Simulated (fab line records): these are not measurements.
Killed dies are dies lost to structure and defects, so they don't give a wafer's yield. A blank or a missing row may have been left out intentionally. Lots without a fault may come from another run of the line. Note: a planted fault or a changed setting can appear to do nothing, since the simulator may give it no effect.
Comparing a struck lot with a sound one	flow sky130	14 out of 708 route steps
Sound: these wafers, L647.1, L647.4, L647.6. Wafers struck: L644.2, L644.3, L644.4. The cause is named last.
Order at every step that has rows: each side's tool, ch and its chambers, its first start. Under that, the readings that differ: sound wafers	struck wafers	difference of the means	sigmas: that difference in standard deviations of wafers without a fault.
alike: readings with means less than 2 such deviations apart, plus words and numbers identical on both sides. not compared: withheld readings, readings lacking a value on some wafer, bounds such as >300 that could conceal the same value, and numbers that have no deviation in the record and whose values overlap.
A row with sigmas, a row that says differs or no value, or rows on one side alone: a step with any of these is where the two part. Non-overlapping numbers with no deviation appear without sigmas and do not part them. A reading that every wafer of one side lacks parts them only if that side has two wafers or more.

SKY_METAL3_SPUTTER_02: material AlCu, target thk 735 nm, time 39.1 s.
  sound on pvd sputter-01, day 42 05:51; struck on pvd sputter-02, day 41 14:20
  alike: cathode dc power W, throttle valve pct
SKY_METAL3_SPUTTER_03: material Ti, target thk 5 nm, time 3.3 s.
  sound on pvd sputter-01, day 42 05:53; struck on pvd sputter-02, day 41 14:22
  alike: cathode dc power W, throttle valve pct
SKY_METAL3_SPUTTER_04: material TiN, target thk 70 nm, time 58.3 s.
  sound on pvd sputter-01, day 42 05:55; struck on pvd sputter-02, day 41 14:23
  alike: cathode dc power W, throttle valve pct
SKY_CAPM_CVD_00: deposits SiO2, target thk 15.5 nm.
  sound on pecvd-02 ch 0,1, day 42 05:58; struck on pecvd-04 ch 1,2, day 41 14:26
  alike: heater power w, rf fwd power W
SKY_CAPM_THK_MEAS_01:
  sound on film metro-01, day 42 05:59; struck on film metro-01, day 41 14:28
  alike: CAPM_CVD_00_THK
SKY_CAPM_SPUTTER_02: material TiN, target thk 200 nm, time 166.7 s.
  sound on pvd sputter-04, day 42 06:02; struck on pvd sputter-03, day 41 14:31
  alike: cathode dc power W, throttle valve pct
SKY_CAPM_RS_MEAS_03: uses a four-point probe to measure.
  sound on film metro-02, day 42 06:09; struck on film metro-04, day 41 14:39
  alike: CAPM_TIN_RS
SKY_CAPM_THK_MEAS_04: measures by xrf.
  sound on film metro-02, day 42 06:16; struck on film metro-04, day 41 14:46
  alike: CAPM_TIN_THK
then, 4 steps without rows for these wafers: SKY_CAPM_DEHYDRATE_05 (time 60 s); SKY_CAPM_HMDS_06 (prime time 60 s); SKY_CAPM_COAT_07 (resist thk 1140 nm); SKY_CAPM_SOFTBAKE_08 (time 60 s).
SKY_CAPM_EXPOSE_09: exposes mask CAPM, target cd 1000 nm.
  struck on iline stepper-01, day 42 06:26; sound on iline stepper-02 ch 0, day 42 16:41
  no value came back on the struck wafers for exposure dose mJ cm2, focus offset nm (nm); on the sound wafers exposure dose mJ cm2 reads 159.17 158.75 158.95
  alike: mask
next, for these wafers, 1 step has no rows: SKY_CAPM_PEB_10.

## WHERE THEY PART
At SKY_CAPM_EXPOSE_09 and nowhere else, as far as this record goes.

WHY: what the simulator had put in
Skipped step whole: iline stepper-01, from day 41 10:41 on, at SKY_CAPM_EXPOSE_09. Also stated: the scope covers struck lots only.
